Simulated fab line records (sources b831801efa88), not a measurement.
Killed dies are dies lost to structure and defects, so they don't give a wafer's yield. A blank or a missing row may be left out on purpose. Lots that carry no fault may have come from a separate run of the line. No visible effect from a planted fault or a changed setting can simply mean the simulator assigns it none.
fab line records    flow gf180mcu
record: lots: 5  wafers: 15  last_day: 34
route steps=602 shown V5@562 TOP_METAL@567
lots with no fault: from the same line, run without faults
start_h: the number of hours between the record's first day and the start of the first shown wafer of the lot    wait_h: hours from the lot's prior step to this one    " repeats the value in the row above    L1.1+2: one row covering several wafers at once    - no value, or no start was given    * or withheld: withheld    < > ~ a bound
route shown NAME@n: a module of which the file shows steps, and the number in the route of the first    usual: mean and standard deviation over wafers with no fault    same: alike in all rows    chamber/n: place in a boat    sites: the reading at each site    _std_site: the values' standard deviation    _edge_site: inner sites' mean taken away from outer sites' mean    radius_mm: how far each site lies from the wafer's centre    mask NAME#n: copy n    behind: the last tool/chamber to shape the wafer    hold: why the lot went on hold/how many hours it stayed there/how the hold came to an end    device: the n, p or np transistor that did not switch    end of line: tests run on the same wafers once the route is complete    a step without rows: its recipe alone    killed: at the first sort, the dies lost to defects and structure; wafer yield is something else    map: dies across one wafer; x = killed, . = not, _ = none there
set.NAME: the setting the step ran with; set.NAME@STEP: the setting that earlier step ran with    model.NAME: the simulator's own value behind a step, which no gauge read
lots at some steps of the route; a table a step, a row a wafer
services: from which hour (start_h, from the record's first day; less than 0 if before it) a tool's chamber was out of use, for how many hours, and why
== steps ==
step: GF_V5_SPUTTER_22
recipe: material: TiN  target_thk_nm: 10  chamber_pressure_pa: 5  power_w: 4000  time_s: 40
usual: throttle_valve_pct: 30.4/0.94
lot.wafer  tool            chamber  start_h  wait_h  throttle_valve_pct
L079.1     pvd_sputter-02  -        675.35   0.0     29.0
L079.4     "               -        "        "       31.0
L079.5     "               -        "        "       29.2
L080.3     pvd_sputter-02  -        680.71   0.0     29.1
L080.5     "               -        "        "       30.7
L080.6     "               -        "        "       30.3
L081.2     pvd_sputter-02  -        692.67   0.0     30.1
L081.3     "               -        "        "       30.5
L081.4     "               -        "        "       31.8
L086.2     pvd_sputter-03  -        717.99   0.0     32.8
L086.4     "               -        "        "       29.7
L086.5     "               -        "        "       32.9
L095.1     pvd_sputter-03  -        770.62   0.0     29.2
L095.3     "               -        "        "       30.2
L095.5     "               -        "        "       30.0
step: GF_V5_CVD_23
recipe: material: W  target_thk_nm: 350  time_s: 104.9  temp_c: 400  pressure_torr: 40
usual: heater_power_w: 922/98
lot.wafer  tool      chamber  start_h  wait_h  heater_power_w
L079.1     cvd_w-02  0        675.39   0.0     834
L079.4     "         1        "        "       948
L079.5     "         0        "        "       855
L080.3     cvd_w-02  1        680.79   0.1     950
L080.5     "         1        "        "       991
L080.6     "         0        "        "       833
L081.2     cvd_w-01  1        692.71   0.0     787
L081.3     "         0        "        "       1077
L081.4     "         1        "        "       798
L086.2     cvd_w-02  0        718.03   0.0     858
L086.4     "         1        "        "       943
L086.5     "         1        "        "       953
L095.1     cvd_w-02  0        770.66   0.0     858
L095.3     "         1        "        "       960
L095.5     "         0        "        "       844
step: GF_V5_RS_MEAS_24
recipe: thk_meas_gauge: four-point-probe  reads: W_of_V5_CVD_23+TiN_of_V5_SPUTTER_22+Ti_of_V5_SPUTTER_21
usual: V5_W_RS: 0.330/0.0034
lot.wafer  tool           chamber  start_h  wait_h  V5_W_RS[ohm/sq]
L079.1     film_metro-04  -        675.50   0.1     0.334
L079.4     "              -        "        "       0.334
L079.5     "              -        "        "       0.332
L080.3     film_metro-04  -        680.90   0.1     0.333
L080.5     "              -        "        "       0.331
L080.6     "              -        "        "       0.330
L081.2     film_metro-02  -        692.84   0.1     0.335
L081.3     "              -        "        "       0.333
L081.4     "              -        "        "       0.334
L086.2     film_metro-02  -        718.16   0.1     0.335
L086.4     "              -        "        "       0.329
L086.5     "              -        "        "       0.332
L095.1     film_metro-04  -        770.77   0.1     0.332
L095.3     "              -        "        "       0.332
L095.5     "              -        "        "       0.329
step: GF_V5_THK_MEAS_25
recipe: thk_meas_gauge: xrf  reads: W_of_V5_CVD_23
usual: V5_W_THK: 359/4.9
lot.wafer  tool           chamber  start_h  wait_h  V5_W_THK[nm]
L079.1     film_metro-04  -        675.62   0.1     351
L079.4     "              -        "        "       354
L079.5     "              -        "        "       356
L080.3     film_metro-04  -        681.00   0.1     356
L080.5     "              -        "        "       358
L080.6     "              -        "        "       358
L081.2     film_metro-02  -        692.95   0.1     355
L081.3     "              -        "        "       356
L081.4     "              -        "        "       353
L086.2     film_metro-02  -        718.27   0.1     353
L086.4     "              -        "        "       360
L086.5     "              -        "        "       356
L095.1     film_metro-04  -        770.89   0.1     351
L095.3     "              -        "        "       353
L095.5     "              -        "        "       355
step: GF_V5_CMP_26
recipe: stop_on: SiO2  down_force_psi: 3.5  platen_rpm: 60  t_overpolish_s: 15  target_thk_nm: 0  pad_velocity_m_s: 0.94248
usual: motor_current_A: 11.4/0.79  overpolish_run_s: 15.000/0.0092  time_to_endpoint_s: 85/3.4
lot.wafer  tool    chamber  start_h  wait_h  motor_current_A  overpolish_run_s  time_to_endpoint_s
L079.4     cmp-02  2        675.73   0.1     12.3             14.979            82
L079.1     "       0        "        "       10.9             14.996            82
L079.5     "       1        "        "       11.8             15.011            82
L080.3     cmp-02  1        681.09   0.1     12.4             14.994            87
L080.6     "       0        "        "       11.0             15.003            84
L080.5     "       1        "        "       11.5             15.014            87
L081.3     cmp-02  3        693.00   0.0     12.0             15.005            84
L081.2     "       1        "        "       12.0             15.012            83
L081.4     "       2        "        "       12.3             15.003            86
L086.2     cmp-01  2        718.42   0.1     10.3             15.003            81
L086.4     "       3        "        "       11.0             15.012            81
L086.5     "       0        "        "       11.6             15.004            86
L095.1     cmp-01  1        770.95   0.1     11.5             14.994            89
L095.3     "       3        "        "       11.0             14.999            85
L095.5     "       1        "        "       11.7             15.008            90
step: GF_TOP_METAL_SPUTTER_00
recipe: material: Ti  target_thk_nm: 37.5  arriving_ion_energy_ev: 80  substrate_temp_c: 200  chamber_pressure_pa: 2  power_w: 4000  time_s: 150
usual: throttle_valve_pct: 30.1/1.2
lot.wafer  tool            chamber  start_h  wait_h  throttle_valve_pct
L079.1     pvd_sputter-03  -        675.98   0.1     33.0
L079.4     "               -        "        "       29.3
L079.5     "               -        "        "       30.0
L080.3     pvd_sputter-03  -        681.34   0.2     33.0
L080.5     "               -        "        "       30.2
L080.6     "               -        "        "       29.2
L081.2     pvd_sputter-02  -        693.30   0.1     29.3
L081.3     "               -        "        "       32.0
L081.4     "               -        "        "       30.2
L086.2     pvd_sputter-01  -        718.62   0.1     30.5
L086.4     "               -        "        "       29.9
L086.5     "               -        "        "       30.7
L095.1     pvd_sputter-02  -        771.25   0.2     30.3
L095.3     "               -        "        "       30.7
L095.5     "               -        "        "       30.1
step: GF_TOP_METAL_SPUTTER_01
recipe: material: TiN  target_thk_nm: 30  power_w: 6500  time_s: 25  chamber_pressure_pa: 0.4
usual: throttle_valve_pct: 30.1/1.2
lot.wafer  tool            chamber  start_h  wait_h  throttle_valve_pct
L079.1     pvd_sputter-03  -        676.08   0.1     33.2
L079.4     "               -        "        "       29.2
L079.5     "               -        "        "       29.7
L080.3     pvd_sputter-03  -        681.44   0.1     32.8
L080.5     "               -        "        "       29.7
L080.6     "               -        "        "       29.1
L081.2     pvd_sputter-02  -        693.40   0.1     29.1
L081.3     "               -        "        "       32.0
L081.4     "               -        "        "       30.1
L086.2     pvd_sputter-01  -        718.72   0.1     30.5
L086.4     "               -        "        "       29.8
L086.5     "               -        "        "       30.4
L095.1     pvd_sputter-02  -        771.35   0.1     30.3
L095.3     "               -        "        "       30.3
L095.5     "               -        "        "       30.3
step: GF_TOP_METAL_SPUTTER_02
recipe: material: AlCu  target_thk_nm: 900  power_w: 10600  chamber_pressure_pa: 0.3  substrate_temp_c: 250  gas: Ar  time_s: 47.82
usual: throttle_valve_pct: 30.1/1.2
lot.wafer  tool            chamber  start_h  wait_h  throttle_valve_pct
L079.1     pvd_sputter-03  -        676.11   0.0     33.0
L079.4     "               -        "        "       29.3
L079.5     "               -        "        "       29.9
L080.3     pvd_sputter-03  -        681.48   0.0     32.9
L080.5     "               -        "        "       30.0
L080.6     "               -        "        "       29.3
L081.2     pvd_sputter-02  -        693.43   0.0     29.0
L081.3     "               -        "        "       31.7
L081.4     "               -        "        "       30.0
L086.2     pvd_sputter-01  -        718.76   0.0     30.6
L086.4     "               -        "        "       29.9
L086.5     "               -        "        "       30.7
L095.1     pvd_sputter-02  -        771.38   0.0     30.1
L095.3     "               -        "        "       30.6
L095.5     "               -        "        "       30.1
step: GF_TOP_METAL_SPUTTER_03
recipe: material: Ti  target_thk_nm: 5  substrate_temp_c: 300  chamber_pressure_pa: 0.3  power_w: 3000  time_s: 3.3
usual: throttle_valve_pct: 30.1/1.2
lot.wafer  tool            chamber  start_h  wait_h  throttle_valve_pct
L079.1     pvd_sputter-03  -        676.16   0.0     32.8
L079.4     "               -        "        "       29.1
L079.5     "               -        "        "       30.0
L080.3     pvd_sputter-03  -        681.52   0.0     32.8
L080.5     "               -        "        "       30.0
L080.6     "               -        "        "       29.4
L081.2     pvd_sputter-02  -        693.47   0.0     29.1
L081.3     "               -        "        "       31.4
L081.4     "               -        "        "       30.2
L086.2     pvd_sputter-01  -        718.80   0.0     30.3
L086.4     "               -        "        "       29.9
L086.5     "               -        "        "       30.5
L095.1     pvd_sputter-02  -        771.42   0.0     30.1
L095.3     "               -        "        "       30.6
L095.5     "               -        "        "       30.1
step: GF_TOP_METAL_SPUTTER_04
recipe: material: TiN  target_thk_nm: 25  power_w: 6500  time_s: 21.1  chamber_pressure_pa: 0.4
usual: throttle_valve_pct: 30.1/1.2
lot.wafer  tool            chamber  start_h  wait_h  throttle_valve_pct
L079.1     pvd_sputter-03  -        676.18   0.0     33.0
L079.4     "               -        "        "       29.4
L079.5     "               -        "        "       29.8
L080.3     pvd_sputter-03  -        681.54   0.0     32.8
L080.5     "               -        "        "       30.1
L080.6     "               -        "        "       29.3
L081.2     pvd_sputter-02  -        693.49   0.0     29.3
L081.3     "               -        "        "       32.0
L081.4     "               -        "        "       30.2
L086.2     pvd_sputter-01  -        718.82   0.0     30.4
L086.4     "               -        "        "       29.7
L086.5     "               -        "        "       30.6
L095.1     pvd_sputter-02  -        771.44   0.0     30.2
L095.3     "               -        "        "       30.4
L095.5     "               -        "        "       30.3
step: GF_TOP_METAL_RS_MEAS_05
recipe: thk_meas_gauge: four-point-probe  reads: TiN_of_TOP_METAL_SPUTTER_04+Ti_of_TOP_METAL_SPUTTER_03+AlCu_of_TOP_METAL_SPUTTER_02+TiN_of_TOP_METAL_SPUTTER_01+Ti_of_TOP_METAL_SPUTTER_00
usual: TOP_METAL_ALCU_RS: 0.03287/0.0003
lot.wafer  tool           chamber  start_h  wait_h  TOP_METAL_ALCU_RS[ohm/sq]
L079.1     film_metro-04  -        676.20   0.0     0.03289
L079.4     "              -        "        "       0.03363
L079.5     "              -        "        "       0.03333
L080.3     film_metro-02  -        681.61   0.1     0.0333
L080.5     "              -        "        "       0.03298
L080.6     "              -        "        "       0.03326
L081.2     film_metro-02  -        693.54   0.0     0.03278
L081.3     "              -        "        "       0.03267
L081.4     "              -        "        "       0.03238
L086.2     film_metro-02  -        718.87   0.0     0.03263
L086.4     "              -        "        "       0.03252
L086.5     "              -        "        "       0.03271
L095.1     film_metro-02  -        771.47   0.0     0.03282
L095.3     "              -        "        "       0.03308
L095.5     "              -        "        "       0.03307
step: GF_TOP_METAL_THK_MEAS_06
recipe: thk_meas_gauge: xrf  reads: AlCu_of_TOP_METAL_SPUTTER_02
usual: TOP_METAL_ALCU_THK: 900/8.1
lot.wafer  tool           chamber  start_h  wait_h  TOP_METAL_ALCU_THK[nm]
L079.1     film_metro-04  -        676.32   0.1     903
L079.4     "              -        "        "       885
L079.5     "              -        "        "       889
L080.3     film_metro-02  -        681.71   0.1     887
L080.5     "              -        "        "       891
L080.6     "              -        "        "       888
L081.2     film_metro-02  -        693.65   0.1     899
L081.3     "              -        "        "       904
L081.4     "              -        "        "       915
L086.2     film_metro-02  -        718.98   0.1     909
L086.4     "              -        "        "       910
L086.5     "              -        "        "       904
L095.1     film_metro-02  -        771.59   0.1     895
L095.3     "              -        "        "       897
L095.5     "              -        "        "       893
step: GF_TOP_METAL_DEHYDRATE_07
recipe: temp_c: 200  time_s: 60
lot.wafer   tool            chamber  start_h  wait_h
L079.1+4+5  litho_track-01  0        684.81   8.5
L080.3+5+6  litho_track-01  0        690.76   9.0
L081.2+3+4  litho_track-03  0        701.88   8.2
L086.2+4+5  litho_track-03  0        727.18   8.2
L095.1+3+5  litho_track-04  0        779.02   7.4
step: GF_TOP_METAL_HMDS_08
recipe: prime_time_s: 60  prime_temp_c: 120
lot.wafer   tool            chamber  start_h  wait_h
L079.1+4+5  litho_track-01  0        684.96   0.1
L080.3+5+6  litho_track-01  0        690.91   0.1
L081.2+3+4  litho_track-03  0        702.03   0.1
L086.2+4+5  litho_track-03  0        727.33   0.1
L095.1+3+5  litho_track-04  0        779.17   0.1
step: GF_TOP_METAL_COAT_09
recipe: resist: NOVOLAK  spin_rpm: 3000  resist_thk_nm: 1500
lot.wafer   tool            chamber  start_h  wait_h
L079.1+4+5  litho_track-01  0        685.11   0.1
L080.3+5+6  litho_track-01  0        691.06   0.1
L081.2+3+4  litho_track-03  0        702.18   0.1
L086.2+4+5  litho_track-03  0        727.48   0.1
L095.1+3+5  litho_track-04  0        779.32   0.1
step: GF_TOP_METAL_SOFTBAKE_10
recipe: temp_c: 90  time_s: 60  resist: NOVOLAK
lot.wafer   tool            chamber  start_h  wait_h
L079.1+4+5  litho_track-01  0        685.26   0.1
L080.3+5+6  litho_track-01  0        691.21   0.1
L081.2+3+4  litho_track-03  0        702.33   0.1
L086.2+4+5  litho_track-03  0        727.63   0.1
L095.1+3+5  litho_track-04  0        779.47   0.1
step: GF_TOP_METAL_EXPOSE_11
recipe: mask_id: MetalTop  target_cd_nm: 440  na: 0.6  source_shape: conventional  sigma_outer: 0.6  dose_mj: 170
usual: reticle_temp_C: 22.99/0.098  stage_vel_mm_s: 500.02/0.24
same: sigma_outer: 0.6
lot.wafer  tool              chamber  start_h  wait_h  mask        reticle_temp_C  stage_vel_mm_s
L079.1     iline_stepper-01  0        -        -       MetalTop#0  23.00           499.62
L079.4     "                 0        "        "       MetalTop#0  22.83           499.80
L079.5     "                 0        "        "       MetalTop#0  22.94           500.07
L080.3     iline_stepper-02  0        -        -       MetalTop#0  22.90           499.97
L080.5     "                 0        "        "       MetalTop#0  23.01           499.83
L080.6     "                 0        "        "       MetalTop#0  22.99           500.57
L081.2     iline_stepper-02  0        -        -       MetalTop#0  23.15           500.35
L081.3     "                 0        "        "       MetalTop#0  23.05           500.21
L081.4     "                 0        "        "       MetalTop#0  22.94           500.46
L086.2     iline_stepper-01  0        -        -       MetalTop#0  23.06           499.67
L086.4     "                 0        "        "       MetalTop#0  23.05           500.16
L086.5     "                 0        "        "       MetalTop#0  23.11           499.72
L095.1     iline_stepper-01  0        -        -       MetalTop#0  22.99           499.60
L095.3     "                 0        "        "       MetalTop#0  22.99           499.99
L095.5     "                 0        "        "       MetalTop#0  22.88           499.99
step: GF_TOP_METAL_PEB_12
recipe: temp_c: withheld  time_s: *  resist: NOVOLAK
lot.wafer   tool            chamber  start_h  wait_h
L079.1+4+5  litho_track-04  0        -        -
L080.3+5+6  litho_track-03  0        -        -
L081.2+3+4  litho_track-03  0        -        -
L086.2+4+5  litho_track-04  0        -        -
L095.1+3+5  litho_track-04  0        -        -
step: GF_TOP_METAL_DEVELOP_13
recipe: develop_time_s: 60  dev_temp_c: 23
same: develop_time_s: 60
lot.wafer   tool            chamber  start_h  wait_h
L079.1+4+5  litho_track-04  0        694.78   0.1
L080.3+5+6  litho_track-03  0        700.56   0.1
L081.2+3+4  litho_track-03  0        711.13   0.1
L086.2+4+5  litho_track-04  0        736.60   0.1
L095.1+3+5  litho_track-04  0        786.82   0.1
step: GF_TOP_METAL_CD_MEAS_14
recipe: target_cd_nm: 440
usual: cd_nm: 440.3/2.4
lot.wafer  tool       chamber  start_h  wait_h  cd_nm
L079.1     cd_sem-01  -        695.03   0.2     436.9
L079.4     "          -        "        "       436.8
L079.5     "          -        "        "       435.6
L080.3     cd_sem-01  -        700.70   0.1     438.0
L080.5     "          -        "        "       438.5
L080.6     "          -        "        "       438.0
L081.2     cd_sem-01  -        711.28   0.1     440.4
L081.3     "          -        "        "       442.7
L081.4     "          -        "        "       438.2
L086.2     cd_sem-01  -        736.74   0.1     446.3
L086.4     "          -        "        "       447.4
L086.5     "          -        "        "       443.6
L095.1     cd_sem-01  -        786.97   0.1     443.6
L095.3     "          -        "        "       441.8
L095.5     "          -        "        "       444.0
step: GF_TOP_METAL_OVL_MEAS_15
usual: TOP_METAL_OVL: -0.9/1.4
lot.wafer  tool        chamber  start_h  wait_h  TOP_METAL_OVL[nm]
L079.1     overlay-02  -        695.15   0.1     -1.5
L079.4     "           -        "        "       -0.9
L079.5     "           -        "        "       -0.1
L080.3     overlay-01  -        700.79   0.1     -0.6
L080.5     "           -        "        "       0.2
L080.6     "           -        "        "       -0.5
L081.2     overlay-01  -        711.38   0.1     1.8
L081.3     "           -        "        "       2.0
L081.4     "           -        "        "       1.2
L086.2     overlay-01  -        736.85   0.1     -1.1
L086.4     "           -        "        "       0.0
L086.5     "           -        "        "       -0.3
L095.1     overlay-01  -        787.09   0.1     0.2
L095.3     "           -        "        "       0.4
L095.5     "           -        "        "       1.4
step: GF_TOP_METAL_METAL_ETCH_16
recipe: chemistry: Cl2/BCl3  mask_material: NOVOLAK  target_depth_nm: 1077.5  stop_on: SiO2  pressure_mtorr: 8  icp_w: 800  bias_w: 140  Cl2_flow_sccm: 80  bcl3_flow_sccm: 40  time_s: 179.6
usual: bias_w: 140.0/0.42  drypump_motor_current_A: 5.9/0.36  oes_product_au: 0.964/0.0064  rf_fwd_power_W: 797.4/2.5  throttle_valve_pct: 28.259/0.011
lot.wafer  tool          chamber  start_h  wait_h  bias_w  drypump_motor_current_A  oes_product_au  rf_fwd_power_W  rf_hours_counter_h  throttle_valve_pct
L079.1     rie_metal-04  1        695.19   0.0     139.8   6.4                      0.965           798.1           14                  28.270
L079.4     "             1        "        "       139.7   6.4                      0.956           798.1           -                   28.278
L079.5     "             1        "        "       140.6   6.4                      0.953           799.9           -                   28.276
L080.3     rie_metal-03  1        700.87   0.1     140.1   6.2                      0.958           794.2           -                   28.254
L080.5     "             0        "        "       140.2   6.2                      0.962           798.9           -                   28.266
L080.6     "             1        "        "       140.0   6.2                      0.954           798.2           -                   28.254
L081.2     rie_metal-01  1        711.41   0.0     140.4   5.5                      0.971           798.2           8                   28.259
L081.3     "             0        "        "       140.1   5.7                      0.969           798.1           -                   28.266
L081.4     "             1        "        "       140.2   5.5                      0.965           794.9           -                   28.241
L086.2     rie_metal-04  0        736.88   0.0     139.7   5.4                      0.965           799.7           3                   28.263
L086.4     "             0        "        "       140.1   5.4                      0.969           798.8           -                   28.260
L086.5     "             0        "        "       140.4   5.4                      0.971           801.7           -                   28.254
L095.1     rie_metal-01  0        787.13   0.0     140.0   5.7                      0.960           798.0           7                   28.252
L095.3     "             1        "        "       139.4   5.5                      0.960           799.1           -                   28.276
L095.5     "             0        "        "       139.6   5.7                      0.958           799.1           -                   28.268
== services ==
tool              chamber  start_h  hours  kind
cmp-01            -        668.69   0.5    repair
cvd_w-01          1        672.72   5.4    repair
pvd_sputter-03    -        678.42   2.7    repair
cmp-01            -        684.07   1.4    repair
rie_metal-04      -        699.01   28.1   pm
pvd_sputter-03    1        709.60   -      consumable_replace:kit
pvd_sputter-03    1        709.60   18.0   scheduled_down
pvd_sputter-03    1        709.60   18.0   vent_cycle
cmp-02            -        713.77   0.5    repair
iline_stepper-02  -        721.68   1.7    pm
pvd_sputter-03    -        723.45   1.7    repair
rie_metal-01      -        724.76   2.8    pm
cmp-01            -        744.00   4.0    pm
cmp-02            -        748.00   3.2    pm
rie_metal-01      1        750.01   5.3    repair
cmp-01            -        757.41   5.9    pm
iline_stepper-02  -        757.52   4.7    repair
cmp-02            -        757.86   1.6    repair
pvd_sputter-03    -        759.99   0.6    repair
cvd_w-01          -        769.13   6.0    pm
pvd_sputter-02    -        771.71   1.4    repair
rie_metal-04      0        773.40   10.0   repair
pvd_sputter-03    0        778.64   -      consumable_replace:kit
pvd_sputter-03    0        778.64   18.0   scheduled_down
== key ==
fault none
